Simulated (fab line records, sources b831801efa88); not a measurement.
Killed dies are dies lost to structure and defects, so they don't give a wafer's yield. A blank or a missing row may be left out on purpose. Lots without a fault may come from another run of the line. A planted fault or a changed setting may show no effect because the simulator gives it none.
Which tool did it? | flow gf180mcu | 13 lots, 39 wafers sampled, at 4 steps of a route of 602

WHAT THE GAUGES READ, wafer by wafer
GF_V1_RS_MEAS_24: measures by four-point-probe. Usual: V1_W_RS 0.327 ohm/sq, standard deviation 0.0058.
lot  | measured     | on            | V1_W_RS (ohm/sq)  | flag
L509 | day 18 03:56 | film_metro-01 | 0.339 0.335 0.323 |
L511 | day 18 23:26 | film_metro-04 | 0.330 0.332 0.334 |
L512 | day 19 02:02 | film_metro-04 | 0.332 0.319 0.333 |
L516 | day 20 21:40 | film_metro-02 | 0.331 0.332 0.329 |
L519 | day 21 21:17 | film_metro-04 | 0.325 0.316 0.326 |
L520 | day 22 04:39 | film_metro-02 | 0.328 0.323 0.320 |
L521 | day 22 10:40 | film_metro-01 | 0.315 0.314 0.323 |
L522 | day 23 04:04 | film_metro-01 | 0.330 0.326 0.329 |
L523 | day 23 08:45 | film_metro-01 | 0.331 0.329 0.333 |
L529 | day 24 23:47 | film_metro-02 | 0.320 0.330 0.319 |
L530 | day 25 07:13 | film_metro-02 | 0.328 0.329 0.317 |
L531 | day 25 18:59 | film_metro-01 | 0.322 0.332 0.317 |
L532 | day 26 07:46 | film_metro-04 | 0.330 0.330 0.326 |

WHICH TOOL RAN EACH LOT (tool, then ch and the chambers of the sampled wafers, then the start)
lot  | GF_M1_METAL_ETCH_16               | GF_V1_DEVELOP_13                  | GF_V1_CVD_23
L509 | rie_metal-02 ch 0,1, day 17 02:16 | litho_track-03 ch 0, day 18 02:44 | cvd_w-01 ch 0,1, day 18 03:48
L511 | rie_metal-02 ch 1, day 17 21:09   | litho_track-03 ch 0, day 18 22:14 | cvd_w-01 ch 0, day 18 23:18
L512 | rie_metal-04 ch 0,1, day 18 00:28 | litho_track-04 ch 0, day 19 00:51 | cvd_w-01 ch 0,1, day 19 01:55
L516 | rie_metal-04 ch 0,1, day 19 19:46 | litho_track-03 ch 0, day 20 20:27 | cvd_w-02 ch 1, day 20 21:33
L519 | rie_metal-04 ch 0,1, day 20 18:16 | litho_track-03 ch 0, day 21 20:06 | cvd_w-01 ch 0,1, day 21 21:10
L520 | rie_metal-04 ch 0,1, day 21 02:52 | litho_track-03 ch 0, day 22 03:27 | cvd_w-01 ch 0,1, day 22 04:32
L521 | rie_metal-04 ch 0,1, day 21 08:36 | litho_track-01 ch 0, day 22 09:28 | cvd_w-01 ch 0,1, day 22 10:33
L522 | rie_metal-04 ch 0,1, day 22 02:10 | litho_track-04 ch 0, day 23 02:51 | cvd_w-02 ch 0,1, day 23 03:57
L523 | rie_metal-04 ch 0,1, day 22 06:16 | litho_track-01 ch 0, day 23 07:28 | cvd_w-02 ch 1, day 23 08:32
L529 | rie_metal-03 ch 0,1, day 23 23:10 | litho_track-04 ch 0, day 24 22:35 | cvd_w-01 ch 0,1, day 24 23:40
L530 | rie_metal-02 ch 0, day 24 07:10   | litho_track-03 ch 0, day 25 06:00 | cvd_w-01 ch 0,1, day 25 07:07
L531 | rie_metal-02 ch 0, day 24 18:25   | litho_track-04 ch 0, day 25 17:48 | cvd_w-01 ch 0,1, day 25 18:53
L532 | rie_metal-03 ch 0,1, day 25 08:58 | litho_track-03 ch 0, day 26 06:35 | cvd_w-02 ch 0,1, day 26 07:38
- GF_M1_METAL_ETCH_16: etches the open film in Cl2/BCl3, stops on SiO2, target depth 750.8 nm, time 125.1 s.
- GF_V1_DEVELOP_13: develop time 60 s.
- GF_V1_CVD_23: deposits W, target thk 350 nm, time 105.05 s.

WHAT THE TOOLS THEMSELVES READ (means of the sampled wafers that have a number; where no wafer has one, the mark that the record gives instead)
GF_M1_METAL_ETCH_16. Usual: drypump_motor_current_A 5.6 A, standard deviation 0.53; oes_product_au 0.993 a.u., standard deviation 0.0048; throttle_valve_pct 28.227 %, standard deviation 0.01.
lot  | tool         | drypump_motor_current_A (A) | oes_product_au (a.u.) | throttle_valve_pct (%) | flag
L509 | rie_metal-02 | 5.1                         | 0.995                 | 28.226                 |
L511 | rie_metal-02 | 5.8                         | 0.989                 | 28.218                 |
L512 | rie_metal-04 | 5.6                         | 0.995                 | 28.235                 |
L516 | rie_metal-04 | 5.7                         | 0.994                 | 28.224                 |
L519 | rie_metal-04 | 5.6                         | 0.993                 | 28.227                 |
L520 | rie_metal-04 | 5.7                         | 0.993                 | 28.224                 |
L521 | rie_metal-04 | 5.7                         | 0.988                 | 28.227                 |
L522 | rie_metal-04 | 5.6                         | 0.999                 | 28.230                 |
L523 | rie_metal-04 | 5.6                         | 0.988                 | 28.242                 |
L529 | rie_metal-03 | 6.1                         | 0.988                 | 28.233                 |
L530 | rie_metal-02 | 4.7                         | 0.988                 | 28.229                 |
L531 | rie_metal-02 | 4.7                         | 0.995                 | 28.225                 |
L532 | rie_metal-03 | 6.1                         | 0.994                 | 28.227                 |

GF_V1_DEVELOP_13. Usual: chill_plate_temp_C 23.03 C, standard deviation 0.094; developer_temp_C 21.00 C, standard deviation 0.1.
lot  | tool           | chill_plate_temp_C (C) | developer_temp_C (C) | flag
L509 | litho_track-03 | 23.20                  | 20.96                |
L511 | litho_track-03 | 22.89                  | 21.11                |
L512 | litho_track-04 | 23.01                  | 21.07                |
L516 | litho_track-03 | 23.10                  | 20.93                |
L519 | litho_track-03 | 22.98                  | 18.83                | OFF
L520 | litho_track-03 | 22.97                  | 18.89                | OFF
L521 | litho_track-01 | 23.00                  | 20.98                |
L522 | litho_track-04 | 22.93                  | 21.12                |
L523 | litho_track-01 | 23.13                  | 20.94                |
L529 | litho_track-04 | 23.05                  | 21.11                |
L530 | litho_track-03 | 23.03                  | 21.09                |
L531 | litho_track-04 | 22.98                  | 21.01                |
L532 | litho_track-03 | 22.94                  | 21.07                |

GF_V1_CVD_23. Usual: chamber_pressure_Torr 40.00 Torr, standard deviation 0.086; heater_power_w 840 W, standard deviation 40.
lot  | tool     | chamber_pressure_Torr (Torr) | heater_power_w (W) | flag
L509 | cvd_w-01 | 39.95                        | 830                |
L511 | cvd_w-01 | 39.98                        | 785                |
L512 | cvd_w-01 | 40.04                        | 814                |
L516 | cvd_w-02 | 39.99                        | 848                |
L519 | cvd_w-01 | 39.93                        | 814                |
L520 | cvd_w-01 | 39.98                        | 851                |
L521 | cvd_w-01 | 40.00                        | 850                |
L522 | cvd_w-02 | 40.01                        | 835                |
L523 | cvd_w-02 | 40.01                        | 842                |
L529 | cvd_w-01 | 39.96                        | 859                |
L530 | cvd_w-01 | 40.03                        | 840                |
L531 | cvd_w-01 | 40.03                        | 863                |
L532 | cvd_w-02 | 39.97                        | 856                |

THE ANSWER, worked out from the rows above alone
Rule: a lot is off if the mean of its wafers that have a number lies more than 3 standard deviations from the usual mean. A lot without any number at a reading at which 4 lots or more have one is off too. The other lots that the step has rows for count as sound. The gauges are gone through in route order, then the tools' own readings, and for those a lot's mean is taken as printed above. The first step at which some lot is off is used, and at that step the reading that is off furthest; a lot without a number counts as furthest.
Off: L519, L520, at GF_V1_DEVELOP_13 (developer_temp_C).
A tool fits if, at that step or a process step before it, it ran every lot that is off, and no sound lot after the first of them. None of those tried fits.

WHAT THE SIMULATOR HAD PUT IN
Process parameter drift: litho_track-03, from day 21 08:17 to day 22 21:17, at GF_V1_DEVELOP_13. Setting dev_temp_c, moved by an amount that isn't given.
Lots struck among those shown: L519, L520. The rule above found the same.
